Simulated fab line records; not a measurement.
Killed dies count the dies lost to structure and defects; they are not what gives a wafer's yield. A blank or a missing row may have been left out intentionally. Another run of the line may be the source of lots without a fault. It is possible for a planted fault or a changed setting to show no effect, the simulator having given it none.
fab line records	flow sky130
record: lots: 24	wafers: 72	last_day: 50
route steps=708 shown CONTACT@421 VIA1@472 VIA2@522 CAPM@541 METAL4@634
lots untouched by any fault: they come from a run of this same line in which no faults occurred
start_h: start of the lot's first displayed wafer, in hours after the record's first day	wait_h: hours from the lot's prior step to this one	" repeats the value in the row above	L1.1+2: a row that stands for several wafers	- no value, or no start was given	* or withheld: withheld	< > ~ a bound
route shown NAME@n: a module of which the file shows steps, and the number in the route of the first	usual: mean/standard deviation of fault-free wafers	same: alike in all rows	chamber/n: place in a boat	sites: readings site by site	_std_site: standard deviation of those values	_edge_site: outer sites' mean less inner sites'	radius_mm: for every site, how far away it sits from the centre of the wafer	mask NAME#n: copy n	behind: tool/chamber where the wafer was last shaped	hold: why the lot went on hold/how many hours it stayed there/how the hold came to an end	device: the transistor (n, p or np) that didn't switch	end of line: tests run on the same wafers once the route is complete	a step with no rows: only its recipe	killed: the dies lost at the first sort to structure and to defects; this is not the yield of the wafer	map: a wafer's dies, marking killed ones x, the rest . and places with no die _
set.NAME: the run value of the setting; set.NAME@STEP: its run value at that earlier step	model.NAME: the simulator's own value behind a step, which no gauge read
one table for each step of the route and one row for each wafer, over a sample of lots
services: from which hour (start_h, from the record's first day; less than 0 if before it) a tool's chamber was out of use, for how many hours, and why
== steps ==
step: SKY_CONTACT_OVL_MEAS_15
usual: CONTACT_OVL: -2/5.2
lot.wafer	tool	chamber	start_h	wait_h	CONTACT_OVL[nm]
L074.1	overlay-01	-	751.99	0.1	0
L074.3	"	-	"	"	-1
L074.5	"	-	"	"	-4
L075.1	overlay-02	-	752.84	0.1	-5
L075.3	"	-	"	"	0
L075.5	"	-	"	"	1
L076.2	overlay-02	-	778.09	0.1	-1
L076.4	"	-	"	"	-6
L076.5	"	-	"	"	-4
L077.1	overlay-01	-	778.44	0.1	-1
L077.4	"	-	"	"	-4
L077.6	"	-	"	"	1
L078.2	overlay-02	-	784.69	0.1	-12
L078.3	"	-	"	"	-8
L078.4	"	-	"	"	-10
L079.2	overlay-01	-	788.81	0.1	-9
L079.3	"	-	"	"	-1
L079.5	"	-	"	"	-2
L082.2	overlay-01	-	797.16	0.1	-10
L082.3	"	-	"	"	-10
L082.4	"	-	"	"	-3
L080.3	overlay-01	-	799.40	0.1	-5
L080.5	"	-	"	"	-5
L080.6	"	-	"	"	4
L081.1	overlay-02	-	800.54	0.1	2
L081.3	"	-	"	"	0
L081.4	"	-	"	"	-4
L083.3	overlay-02	-	804.81	0.1	-2
L083.4	"	-	"	"	5
L083.6	"	-	"	"	-1
L084.1	overlay-01	-	816.24	0.1	-2
L084.2	"	-	"	"	-3
L084.5	"	-	"	"	1
L086.2	overlay-01	-	827.24	0.1	0
L086.3	"	-	"	"	2
L086.5	"	-	"	"	5
L085.1	overlay-01	-	829.54	0.1	1
L085.3	"	-	"	"	-4
L085.6	"	-	"	"	-4
L087.1	overlay-01	-	832.75	0.1	5
L087.2	"	-	"	"	2
L087.4	"	-	"	"	-1
L088.3	overlay-01	-	844.86	0.1	5
L088.5	"	-	"	"	4
L088.6	"	-	"	"	6
L089.1	overlay-02	-	873.14	0.1	7
L089.2	"	-	"	"	8
L089.4	"	-	"	"	8
L091.3	overlay-02	-	873.86	0.1	-3
L091.5	"	-	"	"	2
L091.6	"	-	"	"	-5
L090.1	overlay-01	-	874.54	0.1	2
L090.3	"	-	"	"	7
L090.6	"	-	"	"	3
L092.2	overlay-02	-	875.49	0.1	-7
L092.3	"	-	"	"	-7
L092.6	"	-	"	"	1
L093.2	overlay-01	-	880.96	0.1	-6
L093.4	"	-	"	"	-4
L093.6	"	-	"	"	-3
L094.2	overlay-02	-	893.11	0.1	-9
L094.3	"	-	"	"	-10
L094.4	"	-	"	"	-13
L095.2	overlay-01	-	899.11	0.1	0
L095.4	"	-	"	"	6
L095.5	"	-	"	"	4
L096.1	overlay-02	-	904.31	0.1	3
L096.5	"	-	"	"	4
L096.6	"	-	"	"	0
L097.2	overlay-02	-	906.31	0.1	-8
L097.5	"	-	"	"	-3
L097.6	"	-	"	"	-6
step: SKY_VIA1_ETCH_14
recipe: chemistry: N2/H2	target: BARC	ion_energy_ev: 200	source_w: 500	bias_w: 100	pressure_mtorr: 30	n2_flow_sccm: 100	h2_flow_sccm: 200	stop_on: SiO2	time_s: 45.9	target_depth_a: 600
usual: bias_w: 100.0/0.31	chamber_pressure_mTorr: 29.996/0.028	drypump_motor_current_A: 6.0/0.34	oes_product_au: 0.856/0.005	throttle_valve_pct: 13.224/0.0095
lot.wafer	tool	chamber	start_h	wait_h	bias_w	chamber_pressure_mTorr	drypump_motor_current_A	oes_product_au	rf_hours_counter_h	throttle_valve_pct
L074.1	rie_diel-02	0	809.77	0.0	100.3	30.033	6.3	0.863	14	13.226
L074.3	"	1	"	"	100.0	29.949	5.7	0.853	5	13.194
L074.5	"	3	"	"	100.4	30.004	5.5	0.846	-	13.215
L075.1	rie_diel-03	2	810.44	0.0	99.8	29.969	6.2	0.847	9	13.211
L075.3	"	3	"	"	99.9	30.011	5.8	0.860	6	13.220
L075.5	"	1	"	"	100.3	29.973	6.7	0.848	-	13.217
L076.2	rie_diel-03	2	833.87	0.0	100.2	30.030	6.2	0.850	10	13.218
L076.4	"	3	"	"	99.9	29.999	5.8	0.861	7	13.231
L076.5	"	2	"	"	100.3	29.968	6.2	0.855	-	13.227
L077.1	rie_diel-02	0	834.98	0.0	100.1	30.008	6.2	0.859	15	13.217
L077.4	"	3	"	"	100.7	29.983	5.5	0.850	2	13.224
L077.6	"	2	"	"	100.0	29.987	5.7	0.850	-	13.235
L078.2	rie_diel-03	2	840.63	0.0	100.4	29.975	6.2	0.865	10	13.212
L078.3	"	1	"	"	100.2	29.955	6.7	0.854	10	13.228
L078.4	"	3	"	"	99.5	30.005	5.8	0.862	7	13.237
L079.2	rie_diel-04	1	845.24	0.0	99.9	30.000	6.2	0.856	1	13.216
L079.3	"	2	"	"	100.0	29.956	6.1	0.857	12	13.216
L079.5	"	3	"	"	99.8	30.029	5.5	0.863	-	13.220
L082.2	rie_diel-02	1	853.13	0.0	100.6	29.989	5.7	0.856	7	13.235
L082.3	"	0	"	"	100.4	29.976	6.2	0.851	16	13.226
L082.4	"	1	"	"	100.2	29.978	5.7	0.858	-	13.236
L080.3	rie_diel-02	2	854.08	0.0	99.9	29.999	5.8	0.851	17	13.216
L080.5	"	0	"	"	99.8	29.957	6.2	0.855	-	13.234
L080.6	"	2	"	"	99.7	29.943	5.8	0.860	-	13.219
L081.1	rie_diel-02	1	855.89	0.0	99.5	29.929	5.7	0.854	7	13.204
L081.3	"	0	"	"	100.0	29.966	6.2	0.853	16	13.230
L081.4	"	0	"	"	99.3	29.980	6.3	0.851	-	13.231
L083.3	rie_diel-02	0	858.73	0.0	100.3	29.996	6.2	0.858	16	13.207
L083.4	"	2	"	"	99.7	30.013	5.8	0.849	-	13.224
L083.6	"	0	"	"	100.0	30.006	6.2	0.862	-	13.233
L084.1	rie_diel-03	1	871.34	0.0	100.3	30.023	6.7	0.848	10	13.228
L084.2	"	3	"	"	100.2	29.960	5.8	0.860	7	13.238
L084.5	"	1	"	"	99.9	29.982	6.7	0.859	-	13.205
L086.2	rie_diel-03	0	881.38	0.0	100.2	29.947	6.1	0.856	3	13.218
L086.3	"	3	"	"	100.5	30.008	5.7	0.853	8	13.239
L086.5	"	3	"	"	100.5	29.967	5.7	0.856	-	13.214
L085.1	rie_diel-03	0	885.25	0.0	99.9	29.979	6.1	0.853	3	13.227
L085.3	"	1	"	"	100.2	29.990	6.7	0.853	11	13.228
L085.6	"	0	"	"	100.2	29.991	6.1	0.851	-	13.216
L087.1	rie_diel-02	0	887.83	0.0	100.0	30.021	6.2	0.859	17	13.223
L087.2	"	2	"	"	99.9	29.957	5.7	0.862	18	13.231
L087.4	"	1	"	"	99.7	29.975	5.7	0.859	8	13.221
L088.3	rie_diel-03	3	898.80	0.0	99.9	29.962	5.8	0.859	8	13.215
L088.5	"	1	"	"	100.1	29.996	6.7	0.858	-	13.223
L088.6	"	2	"	"	100.0	30.066	6.2	0.862	-	13.220
L089.1	rie_diel-03	2	925.18	0.0	99.9	30.023	6.2	0.853	12	13.225
L089.2	"	3	"	"	99.5	30.021	5.8	0.855	9	13.226
L089.4	"	0	"	"	100.5	29.995	6.1	0.865	5	13.230
L091.3	rie_diel-04	2	926.43	0.0	99.2	30.001	6.1	0.852	14	13.220
L091.5	"	0	"	"	99.4	30.043	6.1	0.850	-	13.213
L091.6	"	1	"	"	99.7	29.967	6.2	0.856	-	13.225
L090.1	rie_diel-03	0	927.08	0.0	100.2	29.993	6.1	0.849	5	13.220
L090.3	"	1	"	"	99.8	30.023	6.7	0.852	12	13.235
L090.6	"	0	"	"	99.8	30.006	6.1	0.858	-	13.236
L092.2	rie_diel-02	1	928.70	0.0	99.9	30.021	5.7	0.857	10	13.219
L092.3	"	3	"	"	99.5	30.032	5.5	0.859	5	13.225
L092.6	"	1	"	"	100.5	30.011	5.7	0.859	-	13.234
L093.2	rie_diel-02	0	934.83	0.0	100.1	30.017	6.2	0.864	19	13.210
L093.4	"	2	"	"	99.7	30.020	5.7	0.865	19	13.231
L093.6	"	2	"	"	99.7	30.042	5.7	0.856	-	13.221
L094.2	rie_diel-03	1	945.48	0.0	99.9	30.040	6.7	0.856	12	13.236
L094.3	"	0	"	"	99.7	29.990	6.1	0.859	5	13.223
L094.4	"	2	"	"	100.2	29.970	6.2	0.858	13	13.210
L095.2	rie_diel-03	2	951.08	0.0	99.9	30.020	6.2	0.855	13	13.205
L095.4	"	1	"	"	100.0	29.971	6.7	0.862	13	13.226
L095.5	"	0	"	"	100.2	30.040	6.1	0.848	-	13.240
L096.1	rie_diel-03	2	956.08	0.0	100.2	29.993	6.2	0.855	13	13.239
L096.5	"	2	"	"	99.6	30.003	6.2	0.853	-	13.218
L096.6	"	3	"	"	100.1	29.976	5.8	0.859	-	13.233
L097.2	rie_diel-02	0	958.18	0.0	99.9	30.001	6.2	0.870	20	13.227
L097.5	"	1	"	"	100.2	29.997	5.7	0.850	-	13.225
L097.6	"	2	"	"	99.3	29.988	5.7	0.857	-	13.222
step: SKY_VIA2_ETCH_15
recipe: target: SiO2	chemistry: C4F8/O2/Ar	target_depth_nm: 546	stop_on: TiN	mask_material: KrF-thick	source_w: 1500	bias_w: 1241	pressure_mtorr: 40	c4f8_flow_sccm: withheld	O2_flow_sccm: 6	Ar_flow_sccm: 300	time_s: 84
usual: bias_w: 1241/3.9	chamber_pressure_mTorr: 40.00/0.039	oes_product_au: 0.939/0.0042
lot.wafer	tool	chamber	start_h	wait_h	bias_w	chamber_pressure_mTorr	oes_product_au	rf_hours_counter_h
L074.1	rie_diel-02	2	864.56	0.0	1243	40.02	0.941	17
L074.3	"	1	"	"	1237	40.03	0.936	7
L074.5	"	3	"	"	1243	40.03	0.940	-
L075.1	rie_diel-03	3	864.68	0.0	1237	39.98	0.938	7
L075.3	"	1	"	"	1242	40.01	0.939	10
L075.5	"	1	"	"	1238	39.97	0.940	-
L076.2	rie_diel-02	3	888.71	0.0	1239	40.05	0.947	3
L076.4	"	2	"	"	1239	40.01	0.934	18
L076.5	"	1	"	"	1239	40.06	0.939	-
L077.1	rie_diel-03	1	890.18	0.0	1247	40.05	0.937	11
L077.4	"	2	"	"	1242	39.97	0.943	11
L077.6	"	0	"	"	1243	40.04	0.940	-
L078.2	rie_diel-01	3	895.28	0.0	1243	40.01	0.930	16
L078.3	"	2	"	"	1235	40.00	0.938	9
L078.4	"	0	"	"	1233	39.99	0.937	18
L079.2	rie_diel-01	2	899.42	0.0	1236	39.99	0.944	9
L079.3	"	1	"	"	1246	40.00	0.932	15
L079.5	"	1	"	"	1243	40.01	0.936	-
L082.2	rie_diel-03	0	907.63	0.0	1236	39.96	0.937	4
L082.3	"	2	"	"	1245	39.91	0.939	11
L082.4	"	2	"	"	1241	40.05	0.934	-
L080.3	rie_diel-02	1	908.77	0.0	1242	39.98	0.946	9
L080.5	"	0	"	"	1254	39.98	0.939	-
L080.6	"	1	"	"	1241	39.89	0.940	-
L081.1	rie_diel-02	0	912.62	0.0	1241	39.98	0.938	18
L081.3	"	3	"	"	1243	40.04	0.947	4
L081.4	"	1	"	"	1244	39.97	0.940	-
L083.3	rie_diel-01	3	913.62	0.0	1243	39.97	0.945	16
L083.4	"	1	"	"	1243	39.95	0.931	16
L083.6	"	0	"	"	1235	39.99	0.940	-
L084.1	rie_diel-01	2	924.76	0.0	1242	40.00	0.941	10
L084.2	"	0	"	"	1242	40.00	0.946	18
L084.5	"	0	"	"	1247	39.99	0.936	-
L086.2	rie_diel-03	3	934.23	0.0	1235	39.99	0.937	9
L086.3	"	0	"	"	1246	40.04	0.940	5
L086.5	"	2	"	"	1243	40.01	0.940	-
L085.1	rie_diel-01	3	937.51	0.0	1242	40.01	0.937	17
L085.3	"	2	"	"	1244	39.99	0.946	10
L085.6	"	3	"	"	1239	40.03	0.938	-
L087.1	rie_diel-02	3	940.37	0.0	1232	39.99	0.939	5
L087.2	"	1	"	"	1242	39.99	0.935	10
L087.4	"	2	"	"	1244	40.03	0.940	19
L088.3	rie_diel-03	0	950.08	0.0	1239	40.05	0.939	5
L088.5	"	1	"	"	1243	39.96	0.932	-
L088.6	"	2	"	"	1248	40.01	0.948	-
L089.1	rie_diel-01	0	976.27	0.0	1241	40.02	0.940	20
L089.2	"	1	"	"	1243	39.96	0.934	17
L089.4	"	3	"	"	1241	40.01	0.937	18
L091.3	rie_diel-03	1	976.62	0.0	1242	39.99	0.943	14
L091.5	"	1	"	"	1247	39.94	0.942	-
L091.6	"	2	"	"	1240	39.97	0.941	-
L090.1	rie_diel-01	2	977.31	0.0	1243	39.98	0.937	11
L090.3	"	3	"	"	1246	39.98	0.937	18
L090.6	"	2	"	"	1245	39.98	0.940	-
L092.2	rie_diel-03	1	977.66	0.0	1244	40.00	0.935	14
L092.3	"	2	"	"	1241	40.01	0.939	14
L092.6	"	1	"	"	1241	40.00	0.938	-
L093.2	rie_diel-03	0	985.89	0.0	1247	40.00	0.941	6
L093.4	"	2	"	"	1236	39.94	0.939	14
L093.6	"	0	"	"	1237	40.04	0.941	-
L094.2	rie_diel-02	1	996.32	0.0	1231	40.00	0.938	12
L094.3	"	0	"	"	1241	40.01	0.935	21
L094.4	"	2	"	"	1243	40.03	0.937	21
L095.2	rie_diel-01	3	1004.61	0.0	1241	40.00	0.938	19
L095.4	"	2	"	"	1240	39.98	0.942	13
L095.5	"	1	"	"	1242	40.06	0.942	-
L096.1	rie_diel-01	1	1006.88	0.0	1234	40.00	0.937	18
L096.5	"	2	"	"	1237	39.99	0.935	-
L096.6	"	3	"	"	1240	39.96	0.938	-
L097.2	rie_diel-03	0	1008.73	0.0	1244	40.08	0.935	6
L097.5	"	0	"	"	1250	40.05	0.935	-
L097.6	"	1	"	"	1245	39.99	0.934	-
step: SKY_VIA2_CVD_21
recipe: material: W	target_thk_nm: 420	time_s: 126.4	temp_c: 400	pressure_torr: 40
usual: heater_power_w: 953/120	susceptor_temp_C: 400.01/0.23
lot.wafer	tool	chamber	start_h	wait_h	heater_power_w	susceptor_temp_C
L074.1	cvd_w-02	1	865.28	0.0	912	400.20
L074.3	"	0	"	"	1103	400.09
L074.5	"	1	"	"	894	399.76
L075.1	cvd_w-02	1	865.41	0.0	915	400.02
L075.3	"	1	"	"	919	400.04
L075.5	"	0	"	"	1110	400.05
L076.2	cvd_w-01	0	889.43	0.0	881	399.98
L076.4	"	0	"	"	856	400.09
L076.5	"	0	"	"	851	399.59
L077.1	cvd_w-02	1	890.90	0.0	932	400.09
L077.4	"	0	"	"	1106	400.09
L077.6	"	1	"	"	937	400.37
L078.2	cvd_w-02	0	896.00	0.0	1090	400.28
L078.3	"	0	"	"	1121	400.20
L078.4	"	1	"	"	908	399.88
L079.2	cvd_w-02	0	900.16	0.0	1103	399.77
L079.3	"	1	"	"	921	400.07
L079.5	"	1	"	"	933	399.95
L082.2	cvd_w-02	1	908.39	0.0	912	400.34
L082.3	"	0	"	"	1092	399.83
L082.4	"	1	"	"	920	400.23
L080.3	cvd_w-02	1	909.56	0.1	917	399.85
L080.5	"	1	"	"	913	400.28
L080.6	"	0	"	"	1105	400.00
L081.1	cvd_w-02	0	913.37	0.0	1097	399.92
L081.3	"	0	"	"	1079	400.02
L081.4	"	1	"	"	920	400.04
L083.3	cvd_w-02	1	914.38	0.1	913	400.07
L083.4	"	0	"	"	1108	399.62
L083.6	"	1	"	"	905	399.99
L084.1	cvd_w-01	1	925.63	0.0	838	399.90
L084.2	"	0	"	"	781	399.60
L084.5	"	1	"	"	854	399.74
L086.2	cvd_w-01	0	934.95	0.0	770	399.43
L086.3	"	0	"	"	782	399.42
L086.5	"	0	"	"	790	399.54
L085.1	cvd_w-02	0	938.23	0.0	1086	400.12
L085.3	"	0	"	"	1101	400.03
L085.6	"	0	"	"	1118	399.99
L087.1	cvd_w-02	1	941.10	0.0	923	399.49
L087.2	"	0	"	"	1124	400.31
L087.4	"	1	"	"	924	399.79
L088.3	cvd_w-02	0	950.85	0.1	1108	399.75
L088.5	"	0	"	"	1089	399.63
L088.6	"	1	"	"	923	399.73
L089.1	cvd_w-02	1	976.98	0.0	890	399.72
L089.2	"	0	"	"	1116	400.39
L089.4	"	1	"	"	912	399.87
L091.3	cvd_w-02	1	977.38	0.1	902	399.96
L091.5	"	1	"	"	910	400.08
L091.6	"	0	"	"	1093	400.22
L090.1	cvd_w-01	0	978.03	0.0	773	400.19
L090.3	"	1	"	"	842	400.40
L090.6	"	0	"	"	787	400.04
L092.2	cvd_w-01	0	978.39	0.0	778	400.03
L092.3	"	0	"	"	780	400.03
L092.6	"	1	"	"	854	400.62
L093.2	cvd_w-02	0	986.61	0.0	1093	400.14
L093.4	"	0	"	"	1099	399.70
L093.6	"	0	"	"	1107	399.96
L094.2	cvd_w-01	0	997.07	0.0	766	399.90
L094.3	"	0	"	"	759	399.99
L094.4	"	1	"	"	840	400.11
L095.2	cvd_w-01	1	1005.59	0.0	856	400.27
L095.4	"	0	"	"	770	399.60
L095.5	"	1	"	"	843	400.17
L096.1	cvd_w-02	1	1007.63	0.0	904	400.26
L096.5	"	0	"	"	1116	399.94
L096.6	"	1	"	"	927	400.20
L097.2	cvd_w-02	1	1009.49	0.0	926	399.76
L097.5	"	0	"	"	1130	400.10
L097.6	"	1	"	"	906	399.77
step: SKY_CAPM_THK_MEAS_04
recipe: thk_meas_gauge: xrf	reads: TiN_of_CAPM_SPUTTER_02
usual: CAPM_TIN_THK: 198.3/2.3
lot.wafer	tool	chamber	start_h	wait_h	CAPM_TIN_THK[nm]
L074.1	film_metro-03	-	866.36	0.1	198.0
L074.3	"	-	"	"	199.1
L074.5	"	-	"	"	198.3
L075.1	film_metro-02	-	866.69	0.1	195.1
L075.3	"	-	"	"	194.3
L075.5	"	-	"	"	194.6
L076.2	film_metro-01	-	891.28	0.1	197.0
L076.4	"	-	"	"	196.8
L076.5	"	-	"	"	197.0
L077.1	film_metro-02	-	891.97	0.1	193.9
L077.4	"	-	"	"	191.3
L077.6	"	-	"	"	192.2
L078.2	film_metro-01	-	897.09	0.1	197.7
L078.3	"	-	"	"	199.5
L078.4	"	-	"	"	199.3
L079.2	film_metro-03	-	901.25	0.1	198.5
L079.3	"	-	"	"	195.8
L079.5	"	-	"	"	198.0
L082.2	film_metro-03	-	909.47	0.1	200.8
L082.3	"	-	"	"	199.1
L082.4	"	-	"	"	199.2
L080.3	film_metro-03	-	910.62	0.1	197.6
L080.5	"	-	"	"	199.9
L080.6	"	-	"	"	195.1
L081.1	film_metro-02	-	914.46	0.1	197.2
L081.3	"	-	"	"	195.9
L081.4	"	-	"	"	197.9
L083.3	film_metro-01	-	915.67	0.1	200.5
L083.4	"	-	"	"	197.4
L083.6	"	-	"	"	196.2
L084.1	film_metro-01	-	926.71	0.1	202.3
L084.2	"	-	"	"	201.0
L084.5	"	-	"	"	200.1
L086.2	film_metro-03	-	936.03	0.1	199.2
L086.3	"	-	"	"	201.4
L086.5	"	-	"	"	197.8
L085.1	film_metro-01	-	939.31	0.1	201.3
L085.3	"	-	"	"	204.2
L085.6	"	-	"	"	199.1
L087.1	film_metro-01	-	942.18	0.1	197.4
L087.2	"	-	"	"	200.0
L087.4	"	-	"	"	199.9
L088.3	film_metro-03	-	951.90	0.1	199.5
L088.5	"	-	"	"	201.1
L088.6	"	-	"	"	200.9
L089.1	film_metro-03	-	978.06	0.1	199.1
L089.2	"	-	"	"	197.7
L089.4	"	-	"	"	196.3
L091.3	film_metro-01	-	978.68	0.1	197.2
L091.5	"	-	"	"	197.2
L091.6	"	-	"	"	200.7
L090.1	film_metro-01	-	979.11	0.1	201.7
L090.3	"	-	"	"	200.7
L090.6	"	-	"	"	199.9
L092.2	film_metro-01	-	979.72	0.1	197.9
L092.3	"	-	"	"	197.9
L092.6	"	-	"	"	196.9
L093.2	film_metro-03	-	987.88	0.1	198.0
L093.4	"	-	"	"	198.4
L093.6	"	-	"	"	198.5
L094.2	film_metro-02	-	998.16	0.1	198.4
L094.3	"	-	"	"	198.7
L094.4	"	-	"	"	198.7
L095.2	film_metro-01	-	1006.74	0.1	202.0
L095.4	"	-	"	"	201.4
L095.5	"	-	"	"	201.2
L096.1	film_metro-02	-	1008.71	0.1	198.4
L096.5	"	-	"	"	197.8
L096.6	"	-	"	"	196.8
L097.2	film_metro-02	-	1010.57	0.1	197.3
L097.5	"	-	"	"	196.8
L097.6	"	-	"	"	196.4
step: SKY_METAL4_METAL_ETCH_18
recipe: target_depth_a: 8450	stop_on: SiO2	over_etch_frac: 0.3	time_s: 183.1	chemistry: Cl2/BCl3	resist_sidewall_deg: 88	pressure_mtorr: 10	icp_w: 900	bias_w: 48.5	Cl2_flow_sccm: 60	bcl3_flow_sccm: 30
usual: bias_w: 48.50/0.15	chamber_pressure_mTorr: 10.001/0.011	drypump_motor_current_A: 5.4/0.41	oes_product_au: 0.866/0.0061	throttle_valve_pct: 22.264/0.0098
lot.wafer	tool	chamber	start_h	wait_h	bias_w	chamber_pressure_mTorr	drypump_motor_current_A	oes_product_au	rf_hours_counter_h	throttle_valve_pct
L074.1	rie_metal-01	1	994.12	0.0	48.46	10.008	5.0	0.864	2	22.268
L074.3	"	1	"	"	48.71	10.000	5.0	0.865	-	22.272
L074.5	"	0	"	"	48.47	9.976	4.9	0.870	-	22.272
L075.1	rie_metal-02	0	995.20	0.0	48.15	10.006	4.8	0.861	6	22.274
L075.3	"	0	"	"	48.41	10.013	4.8	0.861	-	22.279
L075.5	"	1	"	"	48.42	10.004	5.9	0.856	-	22.273
L076.2	rie_metal-04	0	1013.88	0.0	48.50	10.004	5.7	0.876	9	22.279
L076.4	"	0	"	"	48.40	9.985	5.7	0.860	-	22.262
L076.5	"	1	"	"	48.41	9.984	5.5	0.869	-	22.280
L077.1	rie_metal-04	0	1015.24	0.0	48.43	9.997	5.7	0.867	9	22.255
L077.4	"	0	"	"	48.40	10.018	5.7	0.869	-	22.283
L077.6	"	1	"	"	48.68	10.013	5.5	0.875	-	22.277
L078.2	rie_metal-04	0	1020.54	0.0	48.52	10.008	5.7	0.875	9	22.258
L078.3	"	1	"	"	48.39	10.004	5.5	0.873	-	22.254
L078.4	"	0	"	"	48.85	9.990	5.7	0.862	-	22.262
L079.2	rie_metal-01	0	1024.47	0.0	48.80	10.001	4.9	0.868	17	22.253
L079.3	"	1	"	"	48.67	9.996	5.0	0.865	-	22.265
L079.5	"	1	"	"	48.54	10.011	5.0	0.866	-	22.282
L082.2	rie_metal-02	0	1032.07	0.0	48.66	9.986	4.8	0.865	7	22.252
L082.3	"	1	"	"	48.32	9.992	5.9	0.870	-	22.263
L082.4	"	0	"	"	48.27	10.001	4.8	0.861	-	22.257
L080.3	rie_metal-02	0	1033.68	0.1	48.58	10.011	4.8	0.860	-	22.256
L080.5	"	0	"	"	48.69	10.006	4.8	0.864	-	22.269
L080.6	"	1	"	"	48.44	10.018	5.9	0.865	-	22.262
L081.1	rie_metal-02	1	1034.62	0.0	48.84	10.001	5.9	0.861	21	22.280
L081.3	"	1	"	"	48.55	10.002	5.9	0.859	-	22.261
L081.4	"	0	"	"	48.78	9.995	4.8	0.861	-	22.278
L083.3	rie_metal-02	0	1036.10	0.1	48.87	10.013	4.8	0.867	-	22.269
L083.4	"	1	"	"	48.56	10.026	5.9	0.870	-	22.264
L083.6	"	1	"	"	48.36	10.009	5.9	0.868	-	22.264
L084.1	rie_metal-04	0	1046.34	0.0	48.55	10.006	5.6	0.883	11	22.249
L084.2	"	1	"	"	48.50	10.006	5.5	0.873	3	22.281
L084.5	"	0	"	"	48.46	9.990	5.7	0.871	-	22.275
L086.2	rie_metal-04	0	1055.14	0.0	48.46	9.985	5.6	0.870	11	22.254
L086.3	"	0	"	"	48.36	10.008	5.6	0.857	-	22.267
L086.5	"	1	"	"	48.56	9.996	5.5	0.872	-	22.254
L085.1	rie_metal-04	0	1058.07	0.0	48.60	10.010	5.7	0.870	12	22.272
L085.3	"	1	"	"	48.71	10.003	5.5	0.876	-	22.264
L085.6	"	1	"	"	48.68	10.002	5.5	0.874	-	22.249
L087.1	rie_metal-04	0	1061.08	0.0	48.36	9.996	5.7	0.873	12	22.261
L087.2	"	1	"	"	48.44	10.004	5.5	0.873	4	22.263
L087.4	"	0	"	"	48.64	10.001	5.7	0.873	-	22.262
L088.3	rie_metal-01	1	1070.23	0.1	48.48	9.988	5.0	0.860	-	22.246
L088.5	"	1	"	"	48.71	10.005	5.0	0.865	-	22.251
L088.6	"	0	"	"	48.38	9.998	4.9	0.867	-	22.274
L089.1	rie_metal-04	1	1093.69	0.0	48.50	10.006	5.5	0.873	6	22.264
L089.2	"	0	"	"	48.31	9.998	5.7	0.874	14	22.266
L089.4	"	1	"	"	48.43	9.994	5.5	0.868	-	22.252
L091.3	rie_metal-01	0	1094.48	0.1	48.46	9.998	4.9	0.857	-	22.240
L091.5	"	0	"	"	48.43	9.956	4.9	0.849	-	22.257
L091.6	"	1	"	"	48.45	9.989	5.0	0.854	-	22.251
L092.2	rie_metal-01	1	1094.60	0.1	48.40	10.025	5.0	0.865	10	22.260
L092.3	"	0	"	"	48.47	10.005	4.9	0.855	-	22.259
L092.6	"	1	"	"	48.27	9.984	5.0	0.857	-	22.255
L090.1	rie_metal-04	0	1094.67	0.0	48.36	9.997	5.6	0.856	14	22.260
L090.3	"	1	"	"	48.60	9.980	5.5	0.855	-	22.251
L090.6	"	0	"	"	48.29	10.006	5.6	0.869	-	22.273
L093.2	rie_metal-04	0	1101.67	0.0	48.13	10.001	5.6	0.867	15	22.252
L093.4	"	0	"	"	48.23	10.000	5.6	0.878	-	22.275
L093.6	"	1	"	"	48.40	10.012	5.5	0.859	-	22.266
L094.2	rie_metal-02	0	1112.89	0.0	48.72	9.994	4.8	0.870	12	22.267
L094.3	"	0	"	"	48.33	9.993	4.8	0.870	-	22.272
L094.4	"	1	"	"	48.24	9.993	6.0	0.875	-	22.265
L095.2	rie_metal-04	1	1117.92	0.0	48.49	10.002	5.5	0.866	8	22.264
L095.4	"	1	"	"	48.62	9.997	5.5	0.864	-	22.270
L095.5	"	1	"	"	48.44	9.997	5.5	0.874	-	22.279
L096.1	rie_metal-01	0	1122.25	0.0	48.53	9.999	4.8	0.865	26	22.258
L096.5	"	1	"	"	48.34	9.995	5.0	0.869	-	22.267
L096.6	"	0	"	"	48.39	10.002	4.9	0.870	-	22.277
L097.2	rie_metal-02	1	1123.93	0.0	48.64	9.995	5.9	0.865	26	22.268
L097.5	"	1	"	"	48.36	10.020	5.9	0.861	-	22.251
L097.6	"	0	"	"	48.61	10.013	4.8	0.861	-	22.272
== services ==
tool	chamber	start_h	hours	kind
rie_diel-01	-	803.45	8.2	repair
rie_diel-02	3	847.18	13.4	repair
rie_diel-03	0	854.62	2.7	repair
cvd_w-02	-	861.96	0.3	repair
rie_metal-04	0	874.93	1.7	repair
rie_metal-04	0	893.58	5.1	repair
rie_diel-03	1	893.60	2.9	repair
rie_diel-02	2	899.55	14.0	repair
rie_diel-03	3	901.98	11.4	repair
rie_diel-02	3	902.73	4.0	repair
rie_diel-01	0	910.04	1.5	repair
rie_metal-04	-	944.82	0.9	repair
rie_diel-03	-	955.67	0.3	repair
rie_diel-01	2	960.37	3.7	repair
rie_diel-03	0	969.00	10.6	repair
rie_diel-03	-	972.73	0.4	repair
rie_diel-01	1	981.52	7.1	repair
rie_metal-04	-	993.33	1.4	pm
cvd_w-02	1	999.41	4.8	repair
rie_diel-01	-	1051.56	2.8	pm
rie_diel-03	-	1054.29	0.5	repair
cvd_w-02	-	1061.03	6.0	pm
rie_diel-03	2	1084.64	11.3	repair
cvd_w-02	0	1116.26	4.5	repair
== key ==
fault none
